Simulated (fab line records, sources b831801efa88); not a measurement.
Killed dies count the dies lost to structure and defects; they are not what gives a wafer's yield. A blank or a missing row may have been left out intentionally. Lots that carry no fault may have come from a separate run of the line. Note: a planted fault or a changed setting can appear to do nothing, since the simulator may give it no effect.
The same fault as seen by 2 desks | flow gf180mcu | what lay behind the numbers comes last; until then each desk has only its own

## METROLOGY DESK
What the gauges read for every lot (on any tool): the sampled wafers with a number, averaged. If a lot's mean is further than 4 standard deviations from the usual mean, the lot is out of limits and carries the mark OUT (the distance appears in the brackets).
Columns: A = V3_CVD_02_THK at GF_V3_THK_MEAS_03, usual 847 nm; B = V3_BOW at GF_V3_BOW_MEAS_05, usual 119 um
lot  | first seen here | A   | B
L104 | day 21 14:43    | 825 | 123
L105 | day 22 03:12    | 845 | 108
L106 | day 22 11:43    | 850 | 109
L107 | day 22 19:58    | 833 | 122
L109 | day 23 14:52    | 853 | 119
L112 | day 24 18:24    | 853 | 115
L115 | day 25 14:08    | 842 | 105
L116 | day 26 00:38    | 839 | 114
L121 | day 27 12:44    | 850 | 137
L123 | day 28 01:47    | 837 | 114
L125 | day 28 12:41    | 841 | 116
L126 | day 28 23:17    | 854 | 128
This desk's verdict: no lot among the 12 shows anything out of limits.

## FOR THE TOOL OWNER'S DESK: rie-metal-01
The tool's own readings at GF_M4_METAL_ETCH_16 (etches the open film in Cl2/BCl3, stops on SiO2, target depth 627.5 nm, time 104.6 s): means of the sampled wafers that have a number, for each lot that ran on this tool. If a lot's mean is further than 4 standard deviations from the usual mean, the lot is out of limits and carries the mark OUT (the distance appears in the brackets).
Columns: A = drypump-motor-current-A at GF_M4_METAL_ETCH_16, usual 5.3 A; B = oes-product-au at GF_M4_METAL_ETCH_16, usual 0.971 a.u.; C = run-length-s at GF_M4_METAL_ETCH_16, usual 132.9 s; D = throttle-valve-pct at GF_M4_METAL_ETCH_16, usual 28.251 %
lot  | first seen here | A   | B     | C                | D
L106 | day 24 11:44    | 5.1 | 0.968 | 132.6            | 28.261
L107 | day 24 18:32    | 5.3 | 0.976 | 132.9            | 28.258
L109 | day 25 11:42    | 5.2 | 0.970 | 132.7            | 28.256
L112 | day 26 15:20    | 5.2 | 0.980 | 130.4 (-6.9) OUT | 28.237
L115 | day 27 09:33    | 5.1 | 0.988 | 130.6 (-6.4) OUT | 28.239
L116 | day 27 19:23    | 5.2 | 0.984 | 130.3 (-7.3) OUT | 28.237
This desk's finding: out of limits on L112, L115, L116; first on L112, day 26 15:20 (run-length-s at GF_M4_METAL_ETCH_16). Within limits: L106, L107, L109.

## PUT TOGETHER
At day 26 15:20, on L112, L115, L116, the tool owner's desk was in a position to raise an alarm.
From the metrology desk's view, nothing was out of limits.
The metrology desk holds a record of L112, L115, L116, inside its limits.
Every lot named ran GF_M4_METAL_ETCH_16 on rie-metal-01.

## WHAT HAD BEEN PUT IN BY THE SIMULATOR
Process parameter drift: rie-metal-01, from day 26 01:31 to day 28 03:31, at GF_M4_METAL_ETCH_16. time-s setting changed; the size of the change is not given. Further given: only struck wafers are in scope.
Struck lots among those shown: L112, L115, L116.
Delay in hours, fault start to first out-of-limits reading, by desk: the tool owner's desk at 14.
